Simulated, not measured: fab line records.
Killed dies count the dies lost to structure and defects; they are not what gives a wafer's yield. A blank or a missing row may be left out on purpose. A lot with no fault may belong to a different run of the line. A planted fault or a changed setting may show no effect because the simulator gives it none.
A struck lot beside a sound one | flow sky130 | 45 out of 708 route steps
Sound: the wafers L881.2, L881.3, L881.5. Wafers L889.1, L889.3, L889.6 were the ones struck. The cause is given at the end.
Per side, at each step with rows, come the tool, then ch with its chambers, and then its first start. Under that, the readings that differ: sound wafers | struck wafers | difference of the means | sigmas: that difference in standard deviations of wafers without a fault.
alike: same words and numbers on both sides, and readings whose means sit less than 2 such deviations apart. not compared: any withheld reading, any reading some wafer has no value for, any bound like >300 that may hide the same value, and any number with overlapping values for which the record gives no deviation.
A row with sigmas, a row that says differs or no value, or rows on one side alone: a step with any of these is where the two part. Numbers that have no deviation but don't overlap get no sigmas and don't part them. A reading missing from all wafers of one side parts the sides only when that side holds two or more wafers.

first, 2 steps without rows for these wafers: SKY_DNWELL_DEVELOP_06 (develop time 60 s); SKY_DNWELL_IMPLANT_07.
SKY_DNWELL_STRIP_08: strips in O2/N2.
  sound on plasma_asher-02 ch 0,1, day 3 22:05; struck on plasma_asher-03 ch 0,1, day 5 14:16
  alike: drypump_motor_current_A, oes_product_au, strip_time_to_endpoint_s
  not compared: rf_hours_counter_h
SKY_DNWELL_TW_MEAS_09:
  struck on film_metro-01, day 5 14:22; sound on film_metro-01, day 3 22:11
  alike: DNWELL_TW
then, 7 steps without rows for these wafers: SKY_PWDE_DEHYDRATE_00 (time 60 s); SKY_PWDE_HMDS_01 (prime time 60 s); SKY_PWDE_COAT_02 (resist thk 3000 nm); SKY_PWDE_SOFTBAKE_03; SKY_PWDE_EXPOSE_04 (exposes mask PWDEM, target cd 840 nm); SKY_PWDE_PEB_05; SKY_PWDE_DEVELOP_06 (develop time 60 s).
SKY_PWDE_OVL_MEAS_07:
  struck on overlay-01, day 6 08:07; sound on overlay-01, day 4 14:46
  alike: PWDE_OVL
SKY_PWDE_IMPLANT_08:
  sound on implanter-01 ch 0, day 4 14:50; struck on implanter-01 ch 0, day 6 08:09
  reading       | sound                       | struck                        | difference | sigmas
  dose_ions_cm2 | 3.598e+12 3.599e+12 3.6e+12 | 3.497e+12 3.498e+12 3.497e+12 | -1.017e+11 | -28
SKY_PWDE_STRIP_09: strips in O2/N2.
  sound on plasma_asher-04 ch 0,1, day 4 14:57; struck on plasma_asher-03 ch 0,1, day 6 08:18
  reading                      | sound             | struck            | difference | sigmas
  strip_time_to_endpoint_s (s) | 36.97 36.98 36.96 | 36.65 36.75 36.84 | -0.22      | -2
  alike: drypump_motor_current_A, oes_product_au
  not compared: rf_hours_counter_h
SKY_PWDE_TW_MEAS_10:
  struck on film_metro-03, day 6 08:24; sound on film_metro-01, day 4 15:04
  alike: PWDE_TW
then, 7 steps without rows for these wafers: SKY_NWELL_DEHYDRATE_03 (time 60 s); SKY_NWELL_HMDS_04 (prime time 60 s); SKY_NWELL_COAT_05 (resist thk 3000 nm); SKY_NWELL_SOFTBAKE_06; SKY_NWELL_EXPOSE_07 (exposes mask NWM, target cd 840 nm); SKY_NWELL_PEB_08; SKY_NWELL_DEVELOP_09 (develop time 60 s).
SKY_NWELL_OVL_MEAS_10:
  struck on overlay-01, day 7 02:47; sound on overlay-01, day 5 08:25
  alike: NWELL_00_OVL
then, 3 steps without rows for these wafers: SKY_NWELL_IMPLANT_11; SKY_NWELL_IMPLANT_12; SKY_NWELL_IMPLANT_13.
SKY_NWELL_STRIP_14: strips in O2/N2.
  sound on plasma_asher-03 ch 1, day 5 08:53; struck on plasma_asher-02 ch 0,1, day 7 03:16
  alike: drypump_motor_current_A, oes_product_au, strip_time_to_endpoint_s
  not compared: rf_hours_counter_h
SKY_NWELL_TW_MEAS_15:
  struck on film_metro-02, day 7 03:22; sound on film_metro-02, day 5 09:00
  alike: NWELL_TW
then, 7 steps without rows for these wafers: SKY_NWELL_DEHYDRATE_16 (time 60 s); SKY_NWELL_HMDS_17 (prime time 60 s); SKY_NWELL_COAT_18 (resist thk 3000 nm); SKY_NWELL_SOFTBAKE_19; SKY_NWELL_EXPOSE_20 (exposes mask NWM COMPLEMENT, target cd 840 nm); SKY_NWELL_PEB_21; SKY_NWELL_DEVELOP_22 (develop time 60 s).
SKY_NWELL_OVL_MEAS_23:
  struck on overlay-01, day 7 23:01; sound on overlay-01, day 6 02:06
  alike: NWELL_01_OVL
following that, these wafers have no rows for 1 step: SKY_NWELL_IMPLANT_24.
SKY_NWELL_STRIP_25: strips in O2/N2.
  sound on plasma_asher-04 ch 0,1, day 6 02:17; struck on plasma_asher-03 ch 0,1, day 7 23:11
  reading                      | sound             | struck            | difference | sigmas
  strip_time_to_endpoint_s (s) | 37.05 37.18 37.17 | 36.76 36.84 36.89 | -0.30      | -3
  alike: drypump_motor_current_A, oes_product_au
  not compared: rf_hours_counter_h
SKY_NWELL_TW_MEAS_26:
  struck on film_metro-01, day 7 23:17; sound on film_metro-02, day 6 02:23
  alike: NWELL_2_TW
then, 1 step without rows for these wafers: SKY_NWELL_CLEAN_27 (cleans in SC1/SC2, time 150 s).
SKY_NWELL_RTA_28: time 30 s.
  sound on rtp_anneal-01 ch 0, day 6 02:30; struck on rtp_anneal-01 ch 0, day 7 23:25
  alike: lamp_power_pct, wafer_temp_C_max
SKY_NWELL_RS_MEAS_29: uses a four-point probe to measure.
  struck on film_metro-03, day 7 23:31; sound on film_metro-01, day 6 02:37
  alike: NWELL_RS
SKY_NWELL_RS_MEAS_31: uses a four-point probe to measure.
  struck on film_metro-03, day 8 00:02; sound on film_metro-01, day 6 02:51
  reading          | sound          | struck         | difference | sigmas
  PWDE_RS (ohm/sq) | 5294 5293 5285 | 5421 5401 5435 | +128       | +7
  not compared: hold
SKY_VT_ADJUST_HVTP_DEHYDRATE_00: time 60 s.
  sound on litho_track-02 ch 0, day 6 11:11; struck on litho_track-04 ch 0, day 8 09:26
  reading | sound | struck                                                                     | difference                   | sigmas
  hold    | - - - | await_dispo/3.6h/release await_dispo/3.6h/release await_dispo/3.6h/release | no value on the sound wafers |
-- a jump in the record: the struck wafers' starts before and after are 40 days apart (it breaks off in module VT_ADJUST_HVTP and resumes in module PAD_OPEN, where the first step shown is number 708 of the route) --
SKY_PAD_OPEN_PROBE_99:
  struck on prober-01, day 48 08:34; sound on prober-01, day 46 13:02
  reading                                   | sound          | struck         | difference | sigmas
  model.etest.res_pwde_under_gate.rs_ohm_sq | 6144 6152 6117 | 6403 6395 6410 | +265       |
  alike: killed_at_M0_to_M3, killed_at_M4_up, killed_at_contacts, killed_at_front_end, killed_at_other, killed_dies, killed_open, killed_short

## WHERE THEY PART
Earliest at SKY_PWDE_IMPLANT_08; latest, in this record, at SKY_VT_ADJUST_HVTP_DEHYDRATE_00. Later steps at which nothing parts them and some readings are alike: SKY_PAD_OPEN_PROBE_99.

WHY: whatever the simulator had introduced
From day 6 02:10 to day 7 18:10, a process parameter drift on implanter-01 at SKY_PWDE_IMPLANT_08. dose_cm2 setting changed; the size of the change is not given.
